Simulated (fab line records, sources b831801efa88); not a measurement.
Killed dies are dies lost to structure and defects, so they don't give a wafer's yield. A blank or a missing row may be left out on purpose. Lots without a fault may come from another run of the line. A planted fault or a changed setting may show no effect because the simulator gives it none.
A struck lot beside a sound one | flow sky130 | 33 steps out of a route of 708
Sound: wafers L519.2, L519.3, L519.6. Struck: wafers L531.1, L531.3, L531.6. The cause comes at the end.
At each step with rows: each side's tool, then ch and its chambers, then its first start. Under that, the readings that differ: sound wafers | struck wafers | difference of the means | sigmas: that difference in standard deviations of wafers without a fault.
alike: readings whose means differ by less than 2 such deviations, and words and numbers that are the same on both sides. not compared: withheld readings, readings that some wafer has no value for, bounds like >300 that may hide the same value, and numbers for which the record gives no deviation and whose values overlap.
The two part at a step that has a row with sigmas, a row that says differs or no value, or rows on one side only. Numbers that don't overlap but have no deviation are shown without sigmas and don't part them. A reading that every wafer of one side lacks parts them only if that side has two wafers or more.

first, 9 steps without rows for these wafers: SKY_METAL1_DEVELOP_14 (develop time 60 s); SKY_METAL1_DESCUM_17 (chemistry O2, time 8 s); SKY_METAL1_ETCH_18 (etches BARC in N2/H2, stops on SiO2, time 45.9 s, target depth 60 nm); SKY_METAL1_METAL_ETCH_19 (etches the open film in Cl2/BCl3, stops on SiO2, target depth 360 nm, time 78 s); SKY_METAL1_STRIP_20 (strips in O2/N2); SKY_METAL1_STRIP_21 (strips in post etch residue remover, time 1200 s); SKY_METAL1_CLEAN_22 (cleans in IPA, time 180 s); SKY_METAL1_CLEAN_23 (cleans in O3/DIW); SKY_VIA1_HDPCVD_00 (deposits SiO2, target thk 1030 nm, time 171.7 s).
SKY_VIA1_CMP_02: polishes SiO2.
  sound on cmp-01 ch 0,1,2, day 33 11:20; struck on cmp-01 ch 1,2,3, day 37 05:03
  alike: motor_current_A, slurry_filter_dp_kPa
then, 22 steps without rows for these wafers: SKY_VIA1_DEHYDRATE_04 (time 60 s); SKY_VIA1_HMDS_05 (prime time 60 s); SKY_VIA1_COAT_06 (resist thk 60 nm); SKY_VIA1_COAT_07 (resist thk 450 nm); SKY_VIA1_SOFTBAKE_08 (time 90 s); SKY_VIA1_EXPOSE_09 (exposes mask VIM, target cd 150 nm); SKY_VIA1_PEB_10; SKY_VIA1_DEVELOP_11 (develop time 60 s); SKY_VIA1_ETCH_14 (etches BARC in N2/H2, stops on SiO2, time 45.9 s, target depth 60 nm); SKY_VIA1_ETCH_15 (etches SiO2 in C4F8/O2/Ar, stops on TiN, target depth 351 nm, time 54 s); SKY_VIA1_STRIP_16 (strips in O2/N2); SKY_VIA1_STRIP_17 (strips in post etch residue remover, time 1200 s); SKY_VIA1_CLEAN_18 (cleans in IPA, time 180 s); SKY_VIA1_CLEAN_19 (cleans in O3/DIW); SKY_VIA1_SPUTTER_20 (material TiN, target thk 20 nm, time 80 s); SKY_VIA1_CVD_21 (deposits W, target thk 270 nm, time 80.902 s); SKY_VIA1_CMP_24 (polishes, stops on SiO2, t overpolish 15 s, target thk 0 nm); SKY_METAL2_SPUTTER_00 (material Ti, target thk 15 nm, time 10 s); SKY_METAL2_SPUTTER_01 (material TiN, target thk 20 nm, time 16.7 s); SKY_METAL2_SPUTTER_02 (material AlCu, target thk 250 nm, time 13.3 s); SKY_METAL2_SPUTTER_03 (material Ti, target thk 5 nm, time 3.3 s); SKY_METAL2_SPUTTER_04 (material TiN, target thk 70 nm, time 58.3 s).
-- the record jumps here: 12 days lie between the struck wafers' starts before and after (it left off in module METAL2 and takes up again in module PAD_OPEN, whose first step shown is number 708 of the route) --
SKY_PAD_OPEN_PROBE_99:
  sound on prober-02, day 46 05:10; struck on prober-02, day 49 03:20
  reading                               | sound               | struck                                                                     | difference                   | sigmas
  hold                                  | - - -               | await_dispo/2.1h/release await_dispo/2.1h/release await_dispo/2.1h/release | no value on the sound wafers |
  defect_limited_yield (%)              | 82.1 85.6 86.4      | 51.4 49.8 55.7                                                             | -32.4                        | -15
  killed_at_M0_to_M3                    | 45 36 30            | 209 202 183                                                                | +161                         | +21
  killed_dies                           | 88 71 67            | 239 247 218                                                                | +159                         | +16
  killed_on_rim                         | 18 20 12            | 48 48 44                                                                   | +30                          | +8
  sort_bin_3_pad_short (%)              | 1.0 0.2 0.4         | 5.1 5.1 1.6                                                                | +3.4                         | +8
  sort_bin_5_function (%)               | 11.0 8.5 6.7        | 28.0 31.9 29.3                                                             | +21.0                        | +13
  sort_bin_6_memory (%)                 | 5.9 5.7 6.5         | 15.4 13.2 13.4                                                             | +8.0                         | +7
  sort_n_pass                           | 404 421 425         | 253 245 274                                                                | -159                         | -16
  sort_yield_pct (%)                    | 82.1 85.6 86.4      | 51.4 49.8 55.7                                                             | -32.4                        | -15
  model.etest.tester.sort_n_pass        | 404 421 425         | 253 245 274                                                                | -159                         |
  model.etest.tester.sort_yield_pct (%) | 82.11 85.57 86.38   | 51.42 49.8 55.69                                                           | -32.38                       |
  model.etest.tester.sort_bin_5_pct (%) | 10.98 8.537 6.707   | 28.05 31.91 29.27                                                          | +21.00                       |
  model.etest.tester.sort_bin_6_pct (%) | 5.894 5.691 6.504   | 15.45 13.21 13.41                                                          | +7.99                        |
  model.etest.tester.sort_bin_3_pct (%) | 1.016 0.2033 0.4065 | 5.081 5.081 1.626                                                          | +3.387                       |
  alike: killed_at_M4_up, killed_at_contacts, killed_at_front_end, killed_at_other, killed_open, killed_short

WHERE THEY PART
Only at SKY_PAD_OPEN_PROBE_99, within this record.

WHY: what the simulator had put in
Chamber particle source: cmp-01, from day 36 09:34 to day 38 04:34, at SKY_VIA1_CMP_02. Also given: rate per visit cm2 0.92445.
